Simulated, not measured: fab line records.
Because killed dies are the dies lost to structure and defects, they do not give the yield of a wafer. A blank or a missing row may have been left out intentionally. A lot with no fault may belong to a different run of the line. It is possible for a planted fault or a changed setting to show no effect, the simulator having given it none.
Matching of chambers :: flow sky130 :: SKY_VIA4_HDPCVD_00 on hdpcvd-01: 3 sister chambers
The step deposits SiO2, target thk 1750 nm, time 291.7 s. 6 wafers are shown with their chamber, then 8 later ones without.

WAFERS WITH THEIR CHAMBER
wafer: L623.3
chamber: 0
susceptorTempC (C): 400.31

wafer: L623.6
chamber: 2
susceptorTempC (C): 400.01

wafer: L624.1
chamber: 0
susceptorTempC (C): 399.83

wafer: L624.5
chamber: 1
susceptorTempC (C): 399.96

wafer: L624.6
chamber: 2
susceptorTempC (C): 400.11

wafer: L625.2
chamber: 1
susceptorTempC (C): 399.82

WAFERS WHOSE CHAMBER IS MISSING
wafer: L625.5
susceptorTempC (C): 400.19

wafer: L625.6
susceptorTempC (C): 400.06

wafer: L627.2
susceptorTempC (C): 400.14

wafer: L627.4
susceptorTempC (C): 400.11

wafer: L627.5
susceptorTempC (C): 399.69

wafer: L629.4
susceptorTempC (C): 400.12

wafer: L629.5
susceptorTempC (C): 399.99

wafer: L629.6
susceptorTempC (C): 399.83

CHAMBER TAKEN BY EACH
wafer: L625.5
from the rows above: can't be placed: 0 or 2 or 1
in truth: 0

wafer: L625.6
from the rows above: can't be placed: 2 or 0 or 1
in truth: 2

wafer: L627.2
from the rows above: can't be placed: 0 or 2 or 1
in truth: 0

wafer: L627.4
from the rows above: can't be placed: 0 or 2 or 1
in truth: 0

wafer: L627.5
from the rows above: can't be placed: 1 or 2 or 0
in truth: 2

wafer: L629.4
from the rows above: can't be placed: 0 or 2 or 1
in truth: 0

wafer: L629.5
from the rows above: can't be placed: 2 or 0 or 1
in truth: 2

wafer: L629.6
from the rows above: can't be placed: 1 or 2 or 0
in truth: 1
Correct placement for 0 of the 8. Cannot be placed on the basis of these rows: 8; the candidates contain the true chamber in 8. Placed wrongly: 0.
How it was worked out, from the rows above alone: a wafer's distance from a chamber is the root of the sum, over the readings, of the square of ((its reading less the chamber's mean) divided by the reading's scatter). If the next closest chamber is less than 2 further off than the closest, the wafer can't be placed; otherwise it belongs to the closest. Each chamber's mean is taken over the wafers shown for it. The scatter: take each reading less its chamber's mean, square it, sum over the shown wafers, divide by the number of wafers less the number of chambers, and take the root.
